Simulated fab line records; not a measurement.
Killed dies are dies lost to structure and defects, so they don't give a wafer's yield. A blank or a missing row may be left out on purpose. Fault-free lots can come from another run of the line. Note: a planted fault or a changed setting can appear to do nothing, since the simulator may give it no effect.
Which tool was responsible? | flow gf180mcu | Sampling: 7 lots, 21 wafers, 2 of 602 route steps

== WHAT EACH GAUGE READ, for each wafer ==
GF_M1_CD_MEAS_14: target cd 230 nm.
lot  | measured     | on        | cd_nm (nm)
L941 | day 17 13:09 | cd_sem-02 | 230.2 229.8 229.1
L943 | day 18 05:34 | cd_sem-02 | 229.0 229.3 229.1
L945 | day 19 02:25 | cd_sem-01 | 230.1 231.6 230.2
L947 | day 19 17:57 | cd_sem-01 | 228.5 229.6 229.1
L951 | day 21 06:40 | cd_sem-01 | 230.3 229.2 231.7
L955 | day 22 18:48 | cd_sem-02 | 230.4 229.6 230.8
L959 | day 24 03:18 | cd_sem-02 | 230.2 231.1 228.7

== WHICH TOOL RAN EACH LOT (tool, then ch and the chambers of the sampled wafers, then the start) ==
lot  | GF_HV_LDD_SOFTBAKE_27
L941 | litho_track-04 ch 0, day 11 12:21
L943 | litho_track-02 ch 0, day 12 00:54
L945 | litho_track-02 ch 0, day 12 19:13
L947 | litho_track-04 ch 0, day 13 09:24
L951 | litho_track-02 ch 0, day 14 15:17
L955 | litho_track-02 ch 0, day 16 02:38
L959 | litho_track-04 ch 0, day 17 10:06
- GF_HV_LDD_SOFTBAKE_27: time 60 s.

== THE ANSWER, worked out from the rows above alone ==
Rule: usual is defined by the lots themselves. The widest of any qualifying gaps counts: lots, ordered by their means at a reading, are off when they make up no more than a third of the lots, leave a main group of 4 or more, and stand apart from it by 3 or more times the standard deviation of that group's means. A main group whose means are all the same, to the digits that the tables above print for the reading, isn't used. Also off: a lot with no number at a reading for which 4 or more lots have one. All remaining lots with rows at the step are treated as sound.
None of the lots is off at any reading shown; this tells nothing.

== WHAT THE SIMULATOR PUT IN ==
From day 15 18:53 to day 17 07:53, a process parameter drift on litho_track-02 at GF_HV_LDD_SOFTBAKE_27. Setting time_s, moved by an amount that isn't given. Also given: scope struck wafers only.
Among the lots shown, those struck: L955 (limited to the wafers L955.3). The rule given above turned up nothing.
